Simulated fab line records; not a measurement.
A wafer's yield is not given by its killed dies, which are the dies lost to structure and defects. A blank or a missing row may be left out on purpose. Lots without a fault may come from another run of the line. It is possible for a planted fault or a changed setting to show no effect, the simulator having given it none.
What tool caused it? + flow gf180mcu + 12 lots with 34 wafers sampled at 4 steps, on a route of 602 steps

WHAT THE GAUGES READ, wafer by wafer
GF_M1_THK_MEAS_06: measures by xrf. Usual: M1_ALCU_THK 454 nm, standard deviation 7.2.
| lot  | measured     | on            | M1_ALCU_THK (nm) | flag |
|------|--------------|---------------|------------------|------|
| L126 | day 16 04:28 | film-metro-01 | 463 451 454      |      |
| L127 | day 16 13:21 | film-metro-04 | 452 461 455      |      |
| L128 | day 16 23:51 | film-metro-01 | 452 449 451      |      |
| L131 | day 18 00:38 | film-metro-04 | 459 451 459      |      |
| L132 | day 18 09:18 | film-metro-01 | 450 450 449      |      |
| L133 | day 18 18:25 | film-metro-04 | 448 448 456      |      |
| L134 | day 19 04:20 | film-metro-01 | 465 466 459      |      |
| L142 | day 21 21:38 | film-metro-01 | 459 458          |      |
| L143 | day 22 12:50 | film-metro-04 | 447 445          |      |
| L147 | day 23 12:39 | film-metro-02 | 442 439 442      |      |
| L148 | day 23 21:08 | film-metro-02 | 447 446 446      |      |
| L149 | day 24 07:36 | film-metro-04 | 453 446 448      |      |

GF_M1_CD_MEAS_14: target cd 230 nm. Usual: cd-nm 229.4 nm, standard deviation 0.91.
| lot  | measured     | on        | cd-nm (nm)        | flag |
|------|--------------|-----------|-------------------|------|
| L126 | day 17 02:28 | cd-sem-01 | 229.0 229.4 228.9 |      |
| L127 | day 17 11:51 | cd-sem-02 | 228.7 230.0 228.6 |      |
| L128 | day 17 22:33 | cd-sem-02 | 230.0 229.4 229.5 |      |
| L131 | day 18 23:24 | cd-sem-02 | 230.9 229.7 230.7 |      |
| L132 | day 19 09:37 | cd-sem-01 | 228.6 227.0 229.6 |      |
| L133 | day 19 19:05 | cd-sem-02 | 229.0 230.7 229.7 |      |
| L134 | day 20 04:37 | cd-sem-01 | 227.6 229.3 228.4 |      |
| L142 | day 22 20:41 | cd-sem-01 | 231.5 229.4       |      |
| L143 | day 23 10:45 | cd-sem-01 | 228.8 228.3       |      |
| L147 | day 24 11:02 | cd-sem-01 | 228.4 229.7 229.3 |      |
| L148 | day 24 19:17 | cd-sem-02 | 229.1 228.4 228.8 |      |
| L149 | day 25 05:19 | cd-sem-01 | 228.6 229.2 229.3 |      |

GF_V1_THK_MEAS_03. Usual: V1_CVD_02_THK 846 nm, standard deviation 13.
| lot  | measured     | on            | V1_CVD_02_THK (nm) | flag |
|------|--------------|---------------|--------------------|------|
| L126 | day 17 03:35 | film-metro-02 | 823 837 840        |      |
| L127 | day 17 12:52 | film-metro-01 | 841 835 847        |      |
| L128 | day 17 23:40 | film-metro-01 | 830 854 847        |      |
| L131 | day 19 00:26 | film-metro-01 | 867 851 873        |      |
| L132 | day 19 10:40 | film-metro-03 | 824 831 835        |      |
| L133 | day 19 20:16 | film-metro-03 | 827 833 850        |      |
| L134 | day 20 05:38 | film-metro-01 | 852 838 859        |      |
| L142 | day 22 21:44 | film-metro-03 | 844 368            | OFF  |
| L143 | day 23 11:53 | film-metro-01 | 833 349            | OFF  |
| L147 | day 24 12:12 | film-metro-02 | 835 844 364        | OFF  |
| L148 | day 24 20:25 | film-metro-03 | 861 874 876        |      |
| L149 | day 25 06:22 | film-metro-01 | 851 868 861        |      |

EACH LOT AND THE TOOL THAT RAN IT (in order: tool; ch and the chambers of the sampled wafers; start)
| lot  | GF_V1_CVD_02                    |
|------|---------------------------------|
| L126 | pecvd-03 ch 0,1,2, day 17 03:30 |
| L127 | pecvd-03 ch 0,1,2, day 17 12:49 |
| L128 | pecvd-02 ch 1,2, day 17 23:33   |
| L131 | pecvd-02 ch 0,2, day 19 00:22   |
| L132 | pecvd-03 ch 0,1, day 19 10:34   |
| L133 | pecvd-03 ch 1,2, day 19 20:11   |
| L134 | pecvd-02 ch 0,2, day 20 05:33   |
| L142 | pecvd-03 ch 1,2, day 22 21:38   |
| L143 | pecvd-03 ch 1,2, day 23 11:47   |
| L147 | pecvd-03 ch 0,1, day 24 12:07   |
| L148 | pecvd-02 ch 0,1, day 24 20:19   |
| L149 | pecvd-02 ch 0,1, day 25 06:17   |
- GF_V1_CVD_02: deposits SiO2 from TEOS, target thk 850 nm, time 94.851 s.

AS READ BY THE TOOLS THEMSELVES (means over the sampled wafers that have a number; for cases with no such wafer, the mark the record gives instead)
GF_V1_CVD_02. Usual: heater-power-w 614 W, standard deviation 92; rf-fwd-power-W 596.8 W, standard deviation 2.1; run-length-s 123.1 s, standard deviation 0.41.
| lot  | tool     | heater-power-w (W) | rf-fwd-power-W (W) | run-length-s (s) | flag |
|------|----------|--------------------|--------------------|------------------|------|
| L126 | pecvd-03 | 602                | 593.9              | 123.0            |      |
| L127 | pecvd-03 | 571                | 597.5              | 123.1            |      |
| L128 | pecvd-02 | 621                | 598.2              | 123.6            |      |
| L131 | pecvd-02 | 605                | 594.1              | 123.2            |      |
| L132 | pecvd-03 | 578                | 598.5              | 122.9            |      |
| L133 | pecvd-03 | 633                | 597.1              | 123.1            |      |
| L134 | pecvd-02 | 606                | 597.5              | 123.2            |      |
| L142 | pecvd-03 | 650                | 596.2              | 95.8             | OFF  |
| L143 | pecvd-03 | 642                | 593.8              | 95.8             | OFF  |
| L147 | pecvd-03 | 651                | 597.5              | 104.8            | OFF  |
| L148 | pecvd-02 | 535                | 594.4              | 123.5            |      |
| L149 | pecvd-02 | 593                | 596.9              | 123.0            |      |

THE ANSWER, worked out from the rows above alone
Rule: a lot is off if the mean of its wafers that have a number lies more than 3 standard deviations from the usual mean. Also off: a lot with no number at a reading for which 4 or more lots have one. The other lots that the step has rows for count as sound. After the gauges, taken in route order, come the tools' own readings; for these a lot's mean is taken, as printed above. The first step at which some lot is off is used, and at that step the reading that is off furthest; a lot without a number counts as furthest.
Off: at GF_V1_THK_MEAS_03 (V1_CVD_02_THK), L142, L143, L147.
If a tool, at a process step before that reading, ran all the lots that are off and no sound lot after the first of them, it fits. The gauges at GF_V1_THK_MEAS_03 aren't tried: what is off there is off at GF_V1_CVD_02 too, on other tools, and a gauge's error can't cause that. One candidate fits, namely pecvd-03 at GF_V1_CVD_02. A fault onset in the window from L133 (day 19 20:11, its last sound lot) to L142 (day 22 21:38, its first lot off) fits.
The tool's own readings at GF_V1_CVD_02 bear it out: on the lots that are off they differ by more than 5 times the standard deviation of the sound lots' means. run-length-s reads 98.8 s there against 123.2 s on the sound lots.

WHAT WAS PUT IN BY THE SIMULATOR
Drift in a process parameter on pecvd-03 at GF_V1_CVD_02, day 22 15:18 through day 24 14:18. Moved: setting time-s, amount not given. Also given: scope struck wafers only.
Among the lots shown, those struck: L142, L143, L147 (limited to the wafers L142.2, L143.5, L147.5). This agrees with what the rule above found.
